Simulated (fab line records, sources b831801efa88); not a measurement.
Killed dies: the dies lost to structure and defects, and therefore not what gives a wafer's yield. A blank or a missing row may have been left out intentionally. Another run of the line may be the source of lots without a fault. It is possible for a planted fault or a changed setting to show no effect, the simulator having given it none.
A struck lot beside a sound one / flow gf180mcu / 18 steps out of a route of 602
Sound: these wafers, L837.2, L837.4, L837.5. The struck wafers were L827.1, L827.2, L827.6. At the end, the cause is stated.
At each step with rows: each side's tool, then ch and its chambers, then its first start. Under that, the readings that differ: sound wafers / struck wafers / difference of the means / sigmas: that difference in standard deviations of wafers without a fault.
alike: readings with means less than 2 such deviations apart, plus words and numbers identical on both sides. not compared: withheld readings, readings lacking a value on some wafer, bounds such as >300 that could conceal the same value, and numbers that have no deviation in the record and whose values overlap.
Wherever a step has rows on one side only, a row that says differs or no value, or a row with sigmas, the two part there. When numbers do not overlap yet have no deviation, they are printed without sigmas and do not part them. Lack of a reading on every wafer of one side parts them only where that side has two or more wafers.

first, 2 steps without rows for these wafers: GF_CONTACT_PEB_12 (peb time 90 s); GF_CONTACT_DEVELOP_13 (develop time 60 s).
GF_CONTACT_CD_MEAS_14: the cd target is 220 nm.
  sound: cd_sem-01 at day 21 06:50; struck: cd_sem-02 at day 17 17:29
  alike: cd_nm
GF_CONTACT_OVL_MEAS_15:
  sound: overlay-02 at day 21 06:56; struck: overlay-02 at day 17 17:37
  alike: CONTACT_OVL
GF_CONTACT_ETCH_16: etches BARC in N2/H2.
  sound on rie_diel-01 ch 1,2, day 21 06:58; struck on rie_diel-04 ch 0,2,3, day 17 17:39
  alike: chamber_pressure_mTorr, drypump_motor_current_A, oes_product_au, throttle_valve_pct
GF_CONTACT_ETCH_17: etches SiO2 in C4F8/O2/Ar, stops on CoSi2, target depth 860 nm.
  sound: rie_diel-01 ch 1,2; struck: rie_diel-04 ch 0,2,3
  alike: chamber_pressure_mTorr, oes_product_au
then, 4 steps without rows for these wafers: GF_CONTACT_STRIP_18 (strips in O2/N2); GF_CONTACT_CLEAN_19 (cleans in SPM); GF_CONTACT_CLEAN_20 (cleans in DIW); GF_CONTACT_CLEAN_21 (cleans in dHF, time 20 s).
GF_CONTACT_SPUTTER_22: material Ti, target thk 15 nm, time 80.02 s.
  sound: pvd_sputter-03 at day 21 07:26; struck: pvd_sputter-02 at day 17 18:08
  alike: substrate_temp_c, throttle_valve_pct
GF_CONTACT_SPUTTER_23: material TiN, target thk 10 nm, time 40 s.
  sound: pvd_sputter-03 at day 21 07:29; struck: pvd_sputter-02 at day 17 18:11
  alike: throttle_valve_pct
GF_CONTACT_CVD_24: deposits W, target thk 300 nm, time 90.339 s.
  sound on cvd_w-01 ch 1, day 21 07:32; struck on cvd_w-02 ch 0,1, day 17 18:14
reading=heater_power_w (W); sound=1036 1059 1047; struck=781 932 797; difference=-211; sigmas=-2
reading=model.W_of_CONTACT_CVD_24.thk_nm (nm); sound=301 297.8 303.2; struck=348.5 356.9 346; difference=+49.8; sigmas=
GF_CONTACT_RS_MEAS_25: measures by four-point-probe.
  sound: film_metro-01 at day 21 07:39; struck: film_metro-02 at day 17 18:20
reading=CONTACT_W_RS (ohm/sq); sound=0.381 0.385 0.378; struck=0.330 0.321 0.332; difference=-0.054; sigmas=-9
GF_CONTACT_THK_MEAS_26: measures by xrf.
  sound: film_metro-01 at day 21 07:46; struck: film_metro-02 at day 17 18:27
reading=CONTACT_W_THK (nm); sound=283 279 287; struck=334 341 333; difference=+53; sigmas=+11
GF_CONTACT_CMP_27: polishes, stops on SiO2, t overpolish 15 s, target thk 0 nm.
  sound on cmp-01 ch 0,2, day 21 08:06; struck on cmp-02 ch 0,1,2, day 17 18:37
reading=time_to_endpoint_s (s); sound=73 72 71; struck=84 91 85; difference=+15; sigmas=+5
  alike: motor_current_A, slurry_filter_dp_kPa
GF_M1_SPUTTER_00: material Ti, target thk 37.5 nm, time 150 s.
  sound: pvd_sputter-04 at day 21 08:24; struck: pvd_sputter-03 at day 17 18:49
  alike: substrate_temp_c, throttle_valve_pct
then, 1 step without rows for these wafers: GF_PASSIVATION_PROBE_99.

WHERE THEY PART
Last at GF_CONTACT_CMP_27 as far as this record goes, first at GF_CONTACT_CVD_24. Later steps at which nothing parts them and some readings are alike: GF_M1_SPUTTER_00.

WHY: what had been put in by the simulator
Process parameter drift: cvd_w-02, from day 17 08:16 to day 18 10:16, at GF_CONTACT_CVD_24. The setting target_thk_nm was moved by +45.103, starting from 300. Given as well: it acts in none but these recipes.
